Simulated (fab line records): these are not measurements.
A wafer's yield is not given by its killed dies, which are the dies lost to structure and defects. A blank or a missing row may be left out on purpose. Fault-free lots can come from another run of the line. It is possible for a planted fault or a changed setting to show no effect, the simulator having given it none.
What tool caused it? | flow sky130 | 12 lots, 36 wafers sampled, at 5 steps of a route of 708

WHAT THE GAUGES SHOWED, per wafer
SKY_CONTACT_THK_MEAS_01. Usual: CONTACT_CVD_00_THK gives 75.1 nm (standard deviation 1.1).
lot  | measured     | on           | CONTACT_CVD_00_THK (nm) | flag
L301 | day 31 02:18 | filmMetro-01 | 73.0 75.7 74.4          | 
L302 | day 31 05:40 | filmMetro-04 | 73.9 74.5 75.5          | 
L303 | day 31 10:42 | filmMetro-02 | 75.0 75.5 76.2          | 
L304 | day 31 14:52 | filmMetro-02 | 74.0 73.2 75.3          | 
L308 | day 33 03:40 | filmMetro-01 | 73.9 74.6 74.2          | 
L310 | day 34 05:06 | filmMetro-02 | 74.9 75.2 75.6          | 
L312 | day 34 14:22 | filmMetro-01 | 74.8 75.5 75.9          | 
L315 | day 35 08:04 | filmMetro-02 | 76.4 75.0 77.4          | 
L316 | day 35 13:13 | filmMetro-04 | 75.7 77.6 76.0          | 
L317 | day 35 20:09 | filmMetro-02 | 74.9 75.1 77.2          | 
L324 | day 38 04:11 | filmMetro-02 | 74.1 75.1 75.3          | 
L323 | day 38 07:07 | filmMetro-04 | 75.8 76.0 77.0          | 

SKY_VIA1_THK_MEAS_01. Usual: VIA1_HDPCVD_THK gives 1037 nm (standard deviation 11).
lot  | measured     | on           | VIA1_HDPCVD_THK (nm) | flag
L301 | day 33 13:48 | filmMetro-03 | 1030 1050 1032       | 
L302 | day 33 16:40 | filmMetro-01 | 1027 1024 1027       | 
L303 | day 33 21:14 | filmMetro-01 | 1031 1035 1031       | 
L304 | day 34 01:18 | filmMetro-03 | 1027 1026 1025       | 
L308 | day 35 13:05 | filmMetro-03 | 1036 1027 1025       | 
L310 | day 36 13:10 | filmMetro-04 | 1040 1045 1045       | 
L312 | day 36 22:02 | filmMetro-04 | 1033 1039 1055       | 
L315 | day 37 15:34 | filmMetro-03 | 1054 1049 1559       | OFF
L316 | day 37 21:21 | filmMetro-04 | 1033 1540 1032       | OFF
L317 | day 38 04:12 | filmMetro-03 | 1053 1057 1571       | OFF
L324 | day 40 09:40 | filmMetro-04 | 1020 1036 1026       | 
L323 | day 40 12:32 | filmMetro-04 | 1029 1031 1021       | 

WHICH TOOL RAN EACH LOT (tool, then ch and the chambers of the sampled wafers, then the start)
lot  | SKY_CONTACT_ETCH_16               | SKY_METAL1_SPUTTER_03       | SKY_VIA1_HDPCVD_00
L301 | rieDiel-02 ch 0,2, day 32 06:55   | pvdSputter-02, day 32 08:24 | hdpcvd-02 ch 0,1, day 33 13:41
L302 | rieDiel-01 ch 0,2, day 32 09:52   | pvdSputter-02, day 32 11:21 | hdpcvd-02 ch 0,2, day 33 16:33
L303 | rieDiel-03 ch 1,2,3, day 32 15:25 | pvdSputter-01, day 32 16:56 | hdpcvd-01 ch 0,1,2, day 33 21:07
L304 | rieDiel-01 ch 0,2,3, day 32 19:13 | pvdSputter-01, day 32 21:04 | hdpcvd-02 ch 1,2, day 34 01:08
L308 | rieDiel-01 ch 2,3, day 34 07:05   | pvdSputter-02, day 34 08:32 | hdpcvd-01 ch 0,1,2, day 35 12:57
L310 | rieDiel-01 ch 0,2, day 35 08:20   | pvdSputter-01, day 35 09:47 | hdpcvd-01 ch 0,2, day 36 13:04
L312 | rieDiel-01 ch 0,1,3, day 35 17:50 | pvdSputter-01, day 35 19:19 | hdpcvd-01 ch 0,1,2, day 36 21:54
L315 | rieDiel-01 ch 0,1,2, day 36 10:50 | pvdSputter-02, day 36 12:17 | hdpcvd-01 ch 0,1,2, day 37 15:26
L316 | rieDiel-01 ch 1,3, day 36 16:05   | pvdSputter-03, day 36 17:34 | hdpcvd-01 ch 0,1, day 37 21:14
L317 | rieDiel-03 ch 0,3, day 36 22:44   | pvdSputter-03, day 37 00:13 | hdpcvd-01 ch 0,1,2, day 38 04:05
L324 | rieDiel-02 ch 0,3, day 39 06:10   | pvdSputter-03, day 39 07:37 | hdpcvd-01 ch 0,1,2, day 40 09:34
L323 | rieDiel-02 ch 0,1,2, day 39 09:17 | pvdSputter-01, day 39 10:45 | hdpcvd-01 ch 0,1,2, day 40 12:27
- SKY_CONTACT_ETCH_16: etches BARC in N2/H2, stops on SiO2, time 45.9 s, target depth 60 nm.
- SKY_METAL1_SPUTTER_03: material Ti, target thk 5 nm, time 3.3 s.
- SKY_VIA1_HDPCVD_00: deposits SiO2, target thk 1030 nm, time 171.7 s.

AS READ BY THE TOOLS THEMSELVES (means over the sampled wafers that have a number; for cases with no such wafer, the mark the record gives instead)
SKY_CONTACT_ETCH_16. Usual: drypumpMotorCurrentA 5.6 A, standard deviation 0.49; oesProductAu 0.855 a.u., standard deviation 0.0053; throttleValvePct 13.223 %, standard deviation 0.008.
lot  | tool       | drypumpMotorCurrentA (A) | oesProductAu (a.u.) | throttleValvePct (%) | flag
L301 | rieDiel-02 | 5.2                      | 0.852               | 13.221               | 
L302 | rieDiel-01 | 5.2                      | 0.852               | 13.224               | 
L303 | rieDiel-03 | 5.6                      | 0.856               | 13.211               | 
L304 | rieDiel-01 | 5.5                      | 0.861               | 13.212               | 
L308 | rieDiel-01 | 5.6                      | 0.858               | 13.224               | 
L310 | rieDiel-01 | 5.3                      | 0.861               | 13.225               | 
L312 | rieDiel-01 | 5.9                      | 0.856               | 13.230               | 
L315 | rieDiel-01 | 5.6                      | 0.856               | 13.223               | 
L316 | rieDiel-01 | 6.2                      | 0.850               | 13.219               | 
L317 | rieDiel-03 | 5.9                      | 0.856               | 13.225               | 
L324 | rieDiel-02 | 5.1                      | 0.858               | 13.223               | 
L323 | rieDiel-02 | 5.5                      | 0.851               | 13.217               | 

SKY_METAL1_SPUTTER_03. Usual: 29.7 % for throttleValvePct, sd 0.87.
lot  | tool          | throttleValvePct (%) | flag
L301 | pvdSputter-02 | 30.1                 | 
L302 | pvdSputter-02 | 30.4                 | 
L303 | pvdSputter-01 | 30.1                 | 
L304 | pvdSputter-01 | 29.7                 | 
L308 | pvdSputter-02 | 29.9                 | 
L310 | pvdSputter-01 | 30.2                 | 
L312 | pvdSputter-01 | 29.6                 | 
L315 | pvdSputter-02 | 30.3                 | 
L316 | pvdSputter-03 | 29.0                 | 
L317 | pvdSputter-03 | 29.2                 | 
L324 | pvdSputter-03 | 29.1                 | 
L323 | pvdSputter-01 | 29.2                 | 

SKY_VIA1_HDPCVD_00. Usual: 59.99 sccm for sih4FlowSccm, sd 0.18.
lot  | tool      | sih4FlowSccm (sccm) | flag
L301 | hdpcvd-02 | 59.89               | 
L302 | hdpcvd-02 | 59.96               | 
L303 | hdpcvd-01 | 60.14               | 
L304 | hdpcvd-02 | 60.09               | 
L308 | hdpcvd-01 | 60.06               | 
L310 | hdpcvd-01 | 60.14               | 
L312 | hdpcvd-01 | 60.01               | 
L315 | hdpcvd-01 | 69.96               | OFF
L316 | hdpcvd-01 | 70.00               | OFF
L317 | hdpcvd-01 | 69.95               | OFF
L324 | hdpcvd-01 | 60.00               | 
L323 | hdpcvd-01 | 59.85               | 

THE ANSWER, worked out from the rows above alone
Rule: lot off if the mean of its wafers having a number is beyond 3 standard deviations from the usual mean. A lot without any number at a reading at which 4 lots or more have one is off too. Any other lot the step has rows for is counted as sound. After the gauges, taken in route order, come the tools' own readings; for these a lot's mean is taken, as printed above. At the first step where some lot is off, the reading lying furthest off is the one used; lots without a number count as furthest.
Off: at SKY_VIA1_THK_MEAS_01 (VIA1_HDPCVD_THK), L315, L316, L317.
A tool fits if, at a process step before that reading, it ran every lot that is off, and no sound lot after the first of them. Not tried: the gauges at SKY_VIA1_THK_MEAS_01; whatever is off there is also off at SKY_VIA1_HDPCVD_00, on other tools, and gauge error can't account for it. None of those tried fits.

WHAT THE SIMULATOR HAD INSERTED
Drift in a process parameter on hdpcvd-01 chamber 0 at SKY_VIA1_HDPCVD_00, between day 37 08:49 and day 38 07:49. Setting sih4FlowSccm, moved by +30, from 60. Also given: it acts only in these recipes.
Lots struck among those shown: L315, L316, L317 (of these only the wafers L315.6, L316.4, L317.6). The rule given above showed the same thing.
